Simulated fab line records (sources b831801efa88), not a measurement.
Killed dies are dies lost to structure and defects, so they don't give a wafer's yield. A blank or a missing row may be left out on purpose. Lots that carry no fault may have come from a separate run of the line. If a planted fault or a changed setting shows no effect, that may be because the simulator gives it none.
Struck lot and sound lot, side by side    flow sfq line    14 steps out of a route of 325
Sound: wafers L494.1, L494.2, L494.5. Struck: wafers L506.1, L506.5. (L506.4 of the same lot was not struck and is left out.) The cause comes at the end.
Each step with rows lists, per side, the tool, then ch with its chambers, then its first start. Under that, the readings that differ: sound wafers    struck wafers    difference of the means    sigmas: that difference in standard deviations of wafers without a fault.
alike: a reading whose means differ by less than 2 such deviations, as well as words and numbers matching on both sides. not compared: withheld readings; readings where some wafer has no value; bounds like >300 that might hide an equal value; numbers whose values overlap and for which the record gives no deviation.
Wherever a step has rows on one side only, a row that says differs or no value, or a row with sigmas, the two part there. Numbers that don't overlap but have no deviation are shown without sigmas and don't part them. Lack of a reading on every wafer of one side parts them only where that side has two or more wafers.

SFQ_TRILAYER_JJ_CE_ETCH_RIE_118: chemistry SF6, target Nb, stops on Al2O3, time 97.7 s, target depth 170 nm.
  sound on rie metal-02 ch 0,1, day 46 20:26; struck on rie metal-02 ch 0,1, day 59 19:40
  alike: drypump motor current A, oes product au
  not compared: rf hours counter h
after that, 1 step had no rows for these wafers: SFQ_TRILAYER_JJ_ANODIZE_ANODIZE_119.
SFQ_TRILAYER_JJ_CE_STRIP_STRIP_120: strips in O2.
  sound on rie metal-04 ch 0,1, day 46 21:02; struck on rie metal-04 ch 1, day 59 20:17
  alike: drypump motor current A, oes product au
  not compared: rf hours counter h
then, 7 steps without rows for these wafers: SFQ_TRILAYER_JJ_CE_STRIP_SOLV_CLEAN_121 (cleans in NMP, time 600 s); SFQ_TRILAYER_M5_LITHO_COAT_128 (resist thk 62 nm); SFQ_TRILAYER_M5_LITHO_COAT_123 (resist thk 600 nm); SFQ_TRILAYER_M5_LITHO_SOFTBAKE_127; SFQ_TRILAYER_M5_LITHO_EXPOSE_124 (exposes mask M5, target cd 700 nm); SFQ_TRILAYER_M5_LITHO_PEB_126 (peb time 60 s); SFQ_TRILAYER_M5_LITHO_DEVELOP_125 (time 60 s).
-- the record jumps here: 5 days lie between the struck wafers' starts before and after --
SFQ_M5_OVL_MEAS_932:
  sound on overlay-01, day 47 00:04; struck on overlay-02, day 65 05:46
  alike: M5_OVL
SFQ_TRILAYER_M5_BARC_OPEN_METAL_ETCH_161: etches BARC in O2, target depth 125 nm, time 41.7 s.
  sound on rie metal-03 ch 0,1, day 47 00:07; struck on rie metal-03 ch 1, day 65 05:48
  alike: drypump motor current A, oes product au, rf fwd power W
  not compared: rf hours counter h
SFQ_TRILAYER_M5_ETCH_METAL_ETCH_126: etches Nb in Cl2/BCl3, stops on SiO2, time 203.2 s, target depth 265 nm.
  sound on rie metal-03 ch 0,1, day 47 00:10; struck on rie metal-03 ch 1, day 65 05:52
reading                                              sound              struck       difference  sigmas
oes product au (a.u.)                                0.733 0.723 0.731  0.718 0.714  -0.013      -3
rf fwd power W (W)                                   596.6 596.5 600.0  693.5 693.6  +95.8       +56
model.KrF_of_TRILAYER_M5_LITHO_COAT_123.thk nm (nm)  372.3 372.2 368.2  351 348.9    -21         
model.M5.feature depth nm (nm)                       161.4 161.9 162.2  165.2 165    +3.3        
model.SiO2_of_TRILAYER_I4_DEP_PECVD_099.thk nm (nm)  180.2 181.6 179.8  175 174.7    -6          
  alike: drypump motor current A
  not compared: rf hours counter h
SFQ_TRILAYER_M5_STRIP_STRIP_127: strips in O2.
  sound on rie metal-03 ch 0,1, day 47 00:22; struck on rie metal-03 ch 1, day 65 06:04
  alike: drypump motor current A, oes product au
  not compared: rf hours counter h

WHERE THEY PART
Within this record, at SFQ_TRILAYER_M5_ETCH_METAL_ETCH_126 only. Later steps at which nothing parts them and some readings are alike: SFQ_TRILAYER_M5_STRIP_STRIP_127.

WHY: what had been put in by the simulator
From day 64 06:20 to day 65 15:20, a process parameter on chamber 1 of rie metal-03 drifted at SFQ_TRILAYER_M5_ETCH_METAL_ETCH_126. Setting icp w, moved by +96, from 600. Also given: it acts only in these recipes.
